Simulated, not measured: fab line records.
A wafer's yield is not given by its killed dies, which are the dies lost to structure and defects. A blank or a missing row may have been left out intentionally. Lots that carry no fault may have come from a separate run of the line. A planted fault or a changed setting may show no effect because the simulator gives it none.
What tool caused it? -- flow sky130 -- 12 lots, 36 wafers sampled, at 3 steps of a route of 708

## WHAT THE GAUGES SHOWED, per wafer
SKY_VIA2_BOW_MEAS_03.
lot,measured,on,VIA2_BOW (um)
L075,day 35 13:31,film-metro-02,99 108 86
L076,day 36 15:57,film-metro-02,91 82 67
L079,day 37 00:25,film-metro-01,94 81 103
L081,day 37 19:38,film-metro-03,92 85 93
L083,day 38 17:14,film-metro-02,97 92 94
L085,day 39 09:04,film-metro-03,75 87 79
L087,day 39 18:39,film-metro-02,82 93 92
L089,day 40 09:31,film-metro-01,93 89 103
L091,day 40 23:55,film-metro-02,83 88 89
L093,day 41 10:02,film-metro-02,84 72 81
L095,day 41 20:20,film-metro-02,89 87 82
L097,day 42 16:18,film-metro-03,88 76 88

## TOOL THAT RAN EACH LOT (tool first, then ch and the chambers of the sampled wafers, then the start)
lot,SKY_METAL1_DESCUM_17,SKY_METAL2_SPUTTER_01
L075,"rie-metal-04 ch 0,1, day 33 09:14","pvd-sputter-01, day 34 12:06"
L076,"rie-metal-03 ch 0,1, day 34 10:07","pvd-sputter-01, day 35 12:31"
L079,"rie-metal-01 ch 0,1, day 34 17:33","pvd-sputter-02, day 35 20:17"
L081,"rie-metal-01 ch 0,1, day 35 11:32","pvd-sputter-02, day 36 16:20"
L083,"rie-metal-04 ch 0,1, day 36 06:07","pvd-sputter-01, day 37 10:59"
L085,"rie-metal-04 ch 0, day 37 01:21","pvd-sputter-02, day 38 06:29"
L087,"rie-metal-04 ch 0,1, day 37 11:59","pvd-sputter-02, day 38 15:53"
L089,"rie-metal-01 ch 0,1, day 38 02:24","pvd-sputter-02, day 39 06:22"
L091,"rie-metal-04 ch 0, day 38 16:36","pvd-sputter-01, day 39 21:11"
L093,"rie-metal-01 ch 1, day 39 02:13","pvd-sputter-01, day 40 08:14"
L095,"rie-metal-04 ch 0,1, day 39 15:03","pvd-sputter-04, day 40 18:32"
L097,"rie-metal-04 ch 1, day 40 11:31","pvd-sputter-02, day 41 14:41"
- SKY_METAL1_DESCUM_17: chemistry O2, time 8 s.
- SKY_METAL2_SPUTTER_01: material TiN, target thk 20 nm, time 16.7 s.

## THE ANSWER, worked out from the rows above alone
Rule: the usual values come from the lots themselves. Put in order of their means at a reading, lots are off if they are a third of the lots or fewer, leave a main group of 4 or more, and stand apart from it by a gap of 3 or more times the standard deviation of the main group's means; of several such gaps the widest counts. Not used: any main group whose means are identical at the precision the tables above print for the reading. A lot without any number at a reading at which 4 lots or more have one is off too. All remaining lots with rows at the step are treated as sound.
No lot is off at any reading shown: from this, nothing can be told.

## WHAT WAS PUT IN BY THE SIMULATOR
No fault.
